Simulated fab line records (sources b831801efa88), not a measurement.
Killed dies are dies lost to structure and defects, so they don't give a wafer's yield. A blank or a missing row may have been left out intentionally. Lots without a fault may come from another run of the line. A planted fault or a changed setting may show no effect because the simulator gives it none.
Which of the tools did it? ; flow sky130 ; Sampling: 14 lots, 42 wafers, 5 of 708 route steps

## WHAT THE GAUGES READ, wafer by wafer
SKY_LDD_N_TW_MEAS_17. Usual: LDD_N_TW 2575, standard deviation 17.
lot;measured;on;LDD_N_TW;flag
L933;day 18 11:04;filmMetro-03;2583 2598 2600;
L934;day 19 02:41;filmMetro-04;2561 2566 2561;
L935;day 19 21:00;filmMetro-03;2582 2592 2589;
L937;day 20 00:35;filmMetro-03;2595 2601 2587;
L938;day 20 08:02;filmMetro-03;2614 2595 2595;
L940;day 20 19:14;filmMetro-01;2535 2541 2534;
L941;day 21 06:36;filmMetro-03;2587 2591 2584;
L942;day 22 01:25;filmMetro-04;2572 2571 2571;
L943;day 22 02:02;filmMetro-04;2565 2586 2577;
L947;day 23 17:22;filmMetro-04;2551 2558 2553;
L951;day 24 23:13;filmMetro-03;2600 2593 2596;
L953;day 25 19:32;filmMetro-04;2564 2575 2568;
L954;day 25 19:49;filmMetro-01;2561 2573 2567;
L955;day 26 03:55;filmMetro-03;2596 2580 2586;

SKY_LDD_HVP_OVL_MEAS_07. Usual: LDD_HVP_OVL 0.1 nm, standard deviation 1.1.
lot;measured;on;LDD_HVP_OVL (nm);flag
L933;day 22 07:55;overlay-02;-0.1 1.7 1.1;
L934;day 22 23:52;overlay-02;-1.3 -1.1 -1.2;
L935;day 23 17:22;overlay-01;-0.2 0.5 -0.7;
L937;day 23 21:50;overlay-02;-0.5 0.3 -1.2;
L938;day 24 03:19;overlay-02;0.2 -0.5 0.9;
L940;day 24 16:35;overlay-02;-0.6 0.1 -0.5;
L941;day 25 02:05;overlay-02;1.1 -1.5 -1.7;
L942;day 25 21:11;overlay-02;0.2 -0.3 1.8;
L943;day 25 21:55;overlay-02;-0.2 0.8 0.8;
L947;day 27 11:58;overlay-01;-1.9 -1.8 -0.8;
L951;day 28 16:53;overlay-02;-0.2 -0.8 1.6;
L953;day 29 11:05;overlay-02;2.9 1.6 1.2;
L954;day 29 11:58;overlay-01;1.4 1.8 2.0;
L955;day 29 20:01;overlay-02;-0.3 -2.8 -1.9;

SKY_LDD_LDN_TW_MEAS_13. Usual: LDD_LDN_TW 1473, standard deviation 11.
lot;measured;on;LDD_LDN_TW;flag
L933;day 23 14:41;filmMetro-04;1459 1463 1463;
L934;day 24 07:01;filmMetro-03;1484 1482 1481;
L935;day 25 00:24;filmMetro-03;1486 1479 1479;
L937;day 25 04:50;filmMetro-03;1483 1481 1479;
L938;day 25 10:56;filmMetro-04;1470 1470 1481;
L940;day 25 23:38;filmMetro-03;1477 1485 1480;
L941;day 26 08:34;filmMetro-03;1482 1481 1485;
L942;day 27 03:56;filmMetro-03;1475 1483 1483;
L943;day 27 04:14;filmMetro-03;1480 1483 1475;
L947;day 28 17:55;filmMetro-01;1464 1456 1460;
L951;day 29 22:18;filmMetro-03;1488 1479 1488;
L953;day 30 16:27;filmMetro-03;1483 1491 1493;
L954;day 30 17:32;filmMetro-04;1475 1477 1472;
L955;day 31 01:12;filmMetro-01;1460 1456 1463;

SKY_RES_XHIGH_TW_MEAS_09. Usual: RES_XHIGH_TW 1639, standard deviation 15.
lot;measured;on;RES_XHIGH_TW;flag
L933;day 27 13:28;filmMetro-04;1631 1638 1632;
L934;day 28 03:41;filmMetro-01;1618 1616 1608;
L935;day 28 18:52;filmMetro-04;1629 1637 1636;
L937;day 28 22:40;filmMetro-02;1646 1655 1640;
L938;day 29 05:25;filmMetro-02;1658 1660 1659;
L940;day 29 17:40;filmMetro-02;1662 1667 1665;
L941;day 30 02:07;filmMetro-01;30 30 29;OFF
L942;day 30 20:39;filmMetro-02;30 30 30;OFF
L943;day 30 21:35;filmMetro-02;1652 1645 1639;
L947;day 32 07:31;filmMetro-01;1625 1630 1625;
L951;day 33 11:46;filmMetro-02;1635 1640 1647;
L953;day 34 04:10;filmMetro-01;1630 1617 1622;
L954;day 34 06:07;filmMetro-02;1643 1645 1645;
L955;day 34 13:41;filmMetro-02;1654 1656 1642;

## TOOL THAT RAN EACH LOT (tool first, then ch and the chambers of the sampled wafers, then the start)
lot;SKY_RES_XHIGH_DEVELOP_06
L933;lithoTrack-02 ch 0, day 27 13:05
L934;lithoTrack-03 ch 0, day 28 03:17
L935;lithoTrack-01 ch 0, day 28 18:28
L937;lithoTrack-02 ch 0, day 28 22:17
L938;lithoTrack-02 ch 0, day 29 05:01
L940;lithoTrack-02 ch 0, day 29 17:17
L941;lithoTrack-02, day 30 01:43
L942;lithoTrack-03, day 30 20:16
L943;lithoTrack-01 ch 0, day 30 21:12
L947;lithoTrack-03 ch 0, day 32 07:10
L951;lithoTrack-03 ch 0, day 33 11:23
L953;lithoTrack-03 ch 0, day 34 03:47
L954;lithoTrack-02 ch 0, day 34 05:43
L955;lithoTrack-03 ch 0, day 34 13:17
- SKY_RES_XHIGH_DEVELOP_06: develop time 60 s.

## AS READ BY THE TOOLS THEMSELVES (means over the sampled wafers that have a number; for cases with no such wafer, the mark the record gives instead)
SKY_RES_XHIGH_DEVELOP_06. Usual: 23.01 C for chillPlateTempC, sd 0.097.
lot;tool;chillPlateTempC (C);flag
L933;lithoTrack-02;23.03;
L934;lithoTrack-03;23.07;
L935;lithoTrack-01;23.02;
L937;lithoTrack-02;22.93;
L938;lithoTrack-02;22.95;
L940;lithoTrack-02;23.06;
L941;lithoTrack-02;-;OFF
L942;lithoTrack-03;-;OFF
L943;lithoTrack-01;23.09;
L947;lithoTrack-03;23.02;
L951;lithoTrack-03;22.98;
L953;lithoTrack-03;23.04;
L954;lithoTrack-02;22.93;
L955;lithoTrack-03;22.97;

## THE ANSWER, worked out from the rows above alone
Rule: a lot is off if the mean of its wafers that have a number lies more than 3 standard deviations from the usual mean. Also off: a lot with no number at a reading for which 4 or more lots have one. All remaining lots with rows at the step are treated as sound. First the gauges in route order, then the tools' own readings, where a lot's mean is used as printed above. At the first step where some lot is off, the reading lying furthest off is the one used; lots without a number count as furthest.
Off: at SKY_RES_XHIGH_TW_MEAS_09 (RES_XHIGH_TW), L941, L942.
A tool fits if, at a process step before that reading, it ran every lot that is off, and no sound lot after the first of them. Not tried: the gauges at SKY_RES_XHIGH_TW_MEAS_09; whatever is off there is also off at SKY_RES_XHIGH_DEVELOP_06, on other tools, and gauge error can't account for it. Of those tried, none fits.

## WHAT WAS PUT IN BY THE SIMULATOR
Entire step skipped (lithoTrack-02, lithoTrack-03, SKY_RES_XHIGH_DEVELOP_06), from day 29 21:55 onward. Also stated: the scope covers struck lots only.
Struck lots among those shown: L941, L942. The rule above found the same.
